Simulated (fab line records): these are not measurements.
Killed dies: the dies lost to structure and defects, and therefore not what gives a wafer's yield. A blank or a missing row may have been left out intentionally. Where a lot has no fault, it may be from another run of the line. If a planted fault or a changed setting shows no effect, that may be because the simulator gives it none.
The tool behind it: which one? || flow gf180mcu || 12 lots with 36 wafers sampled at 2 steps, on a route of 602 steps

## WHAT THE GAUGES SHOWED, per wafer
GF_M5_OVL_MEAS_08.
{"lot": "L075", "measured": "day 26 15:21", "on": "overlay-01", "M5_OVL (nm)": "-4 -9 1"}
{"lot": "L077", "measured": "day 27 07:24", "on": "overlay-01", "M5_OVL (nm)": "0 0 6"}
{"lot": "L079", "measured": "day 27 23:19", "on": "overlay-02", "M5_OVL (nm)": "-7 2 -1"}
{"lot": "L081", "measured": "day 28 16:46", "on": "overlay-02", "M5_OVL (nm)": "-5 -3 0"}
{"lot": "L083", "measured": "day 29 08:16", "on": "overlay-01", "M5_OVL (nm)": "-8 1 -5"}
{"lot": "L085", "measured": "day 29 17:03", "on": "overlay-02", "M5_OVL (nm)": "-2 -5 2"}
{"lot": "L087", "measured": "day 30 07:37", "on": "overlay-01", "M5_OVL (nm)": "5 3 3"}
{"lot": "L089", "measured": "day 30 18:45", "on": "overlay-02", "M5_OVL (nm)": "4 -3 -2"}
{"lot": "L091", "measured": "day 31 09:30", "on": "overlay-01", "M5_OVL (nm)": "-5 -3 -4"}
{"lot": "L093", "measured": "day 31 23:19", "on": "overlay-02", "M5_OVL (nm)": "1 0 5"}
{"lot": "L095", "measured": "day 32 11:48", "on": "overlay-01", "M5_OVL (nm)": "-5 5 5"}
{"lot": "L096", "measured": "day 32 18:27", "on": "overlay-01", "M5_OVL (nm)": "0 -5 -1"}

## WHICH TOOL RAN EACH LOT (tool, then ch and the chambers of the sampled wafers, then the start)
{"lot": "L075", "GF_MIM_SPUTTER_08": "pvdSputter-02, day 24 20:58"}
{"lot": "L077", "GF_MIM_SPUTTER_08": "pvdSputter-02, day 25 13:21"}
{"lot": "L079", "GF_MIM_SPUTTER_08": "pvdSputter-02, day 26 06:39"}
{"lot": "L081", "GF_MIM_SPUTTER_08": "pvdSputter-02, day 27 00:35"}
{"lot": "L083", "GF_MIM_SPUTTER_08": "pvdSputter-04, day 27 17:29"}
{"lot": "L085", "GF_MIM_SPUTTER_08": "pvdSputter-04, day 28 02:57"}
{"lot": "L087", "GF_MIM_SPUTTER_08": "pvdSputter-04, day 28 17:23"}
{"lot": "L089", "GF_MIM_SPUTTER_08": "pvdSputter-04, day 29 06:26"}
{"lot": "L091", "GF_MIM_SPUTTER_08": "pvdSputter-03, day 29 21:40"}
{"lot": "L093", "GF_MIM_SPUTTER_08": "pvdSputter-04, day 30 12:34"}
{"lot": "L095", "GF_MIM_SPUTTER_08": "pvdSputter-03, day 31 00:36"}
{"lot": "L096", "GF_MIM_SPUTTER_08": "pvdSputter-04, day 31 08:04"}
- GF_MIM_SPUTTER_08: material AlCu, target thk 200 nm, time 10.6 s.

## THE ANSWER, worked out from the rows above alone
Rule: what is usual is taken from the lots themselves. The widest of any qualifying gaps counts: lots, ordered by their means at a reading, are off when they make up no more than a third of the lots, leave a main group of 4 or more, and stand apart from it by 3 or more times the standard deviation of that group's means. If all means in a main group match to the digits the tables above print for the reading, that group is not used. Also off: a lot with no number at a reading for which 4 or more lots have one. Any other lot the step has rows for is counted as sound.
None of the lots is off at any reading shown; this tells nothing.

## WHAT WAS PUT IN BY THE SIMULATOR
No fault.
